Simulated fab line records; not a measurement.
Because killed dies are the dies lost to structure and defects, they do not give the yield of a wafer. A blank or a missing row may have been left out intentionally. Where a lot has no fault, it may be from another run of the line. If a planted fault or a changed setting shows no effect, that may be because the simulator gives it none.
Split-lot study    flow sfqLine    route with 325 steps; 5 lots, 11 wafers read

ON THE SPLIT
At SFQ_TRILAYER_M0_LITHO_COAT_026 (resist thk 62 nm), the setting resistThkNm was moved away from the recipe's 62 nm on 2 of the 11 wafers read, by -1.7% to +2.3%. All remaining wafers had this setting at the recipe value.

FROM THE SPLIT TO THE READING: what the file shows between them, 3 steps
- SFQ_TRILAYER_M0_LITHO_COAT_021: resist thk 600 nm
- SFQ_TRILAYER_M0_LITHO_SOFTBAKE_025
- SFQ_TRILAYER_M0_LITHO_DEVELOP_023: time 60 s

THE READING
etch.depthNm (the simulator's own value, which no gauge read), in nm, at SFQ_TRILAYER_M0_BARC_OPEN_METAL_ETCH_031 (etches BARC in O2, target depth 125 nm, time 41.7 s). There is no usual value for it anywhere in the file. The 9 wafers here that ran the recipe average 62.14 nm, standard deviation 0.15 nm.

wafer   tool, chamber at the split  resistThkNm as run, nm  against the recipe  etch.depthNm, nm  against lot-mates on the recipe
L074.2  lithoTrack-02, 0            62                      recipe              61.98             -
L074.4  lithoTrack-02, 0            62                      recipe              62.05             -
L074.5  lithoTrack-02, 0            62                      recipe              62.01             -
L076.3  lithoTrack-02, 0            62                      recipe              62.09             -
L078.1  lithoTrack-02, 0            60.96                   -1.7%               61.05             -1.02
L078.4  lithoTrack-02, 0            62                      recipe              62.07             -
L080.3  lithoTrack-04, 0            62                      recipe              62.04             -
L080.4  lithoTrack-04, 0            62                      recipe              62.38             -
L080.5  lithoTrack-04, 0            62                      recipe              62.2              -
L083.1  lithoTrack-04, 0            63.42                   +2.3%               63.83             +1.43
L083.6  lithoTrack-04, 0            62                      recipe              62.4              -

THE FIT
A straight line over all 11 wafers: etch.depthNm changes by +0.706 nm for each +1% of resistThkNm; r = +0.97; the points scatter about the line by 0.15 nm.
The same after taking each lot's own level away (the mean of its wafers on the recipe; 11 wafers): +0.618 nm for each +1%; r = +0.99; scatter 0.082 nm.
That fit puts the effect of the largest move of resistThkNm on the reading at 1.4 nm.
From 62.013 to 62.400 nm: that is the span of the lots' own levels, equal to 2.6 times the standard deviation above.
Hence the slope depends on the lot-to-lot level, as the two fits are not the same.
Check: with one of the wafers moved furthest among these (+2.3%) left out of the fit, the line predicts +1.39 nm for it against its lot-mates. Against them it came out at +1.43 nm.

THESE WAFERS: OTHER SPLITS
Note: prior to the reading, these wafers also went through further splits. Each is held against what the fit with the lots' levels taken away leaves over:
other split on the same wafers                  wafers away from the commonest value  r with etch.depthNm (lot level and that fit taken away)
SFQ_TRILAYER_INCOMING_OXIDATION_002 oxTimeS     8                                     -0.01
SFQ_TRILAYER_L0_LITHO_COAT_005 spinRpm          1                                     -0.01
SFQ_TRILAYER_L0_VIA_LITHO_COAT_018 resistThkNm  5                                     -0.01
SFQ_TRILAYER_L0_VIA_LITHO_COAT_013 resistThkNm  3                                     +0.30

THE WHOLE CHAIN: every reading that the file lists as answering this split, in the file's order
step                                      what it does                                         reading                                                                                    change (the file's fit)                r (the file's)
SFQ_TRILAYER_M0_LITHO_COAT_026            resist thk 62 nm                                     BARC_of_TRILAYER_M0_LITHO_COAT_026.thkNm (the simulator's own value, which no gauge read)  +0.568 nm for each +1% of the setting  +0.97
SFQ_TRILAYER_M0_BARC_OPEN_METAL_ETCH_031  etches BARC in O2, target depth 125 nm, time 41.7 s  etch.depthNm (the simulator's own value, which no gauge read)                              +0.619 nm for each +1% of the setting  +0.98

FILE'S OWN FIT
etch.depthNm changes by +0.619 nm for each +1% of resistThkNm, r = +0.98.
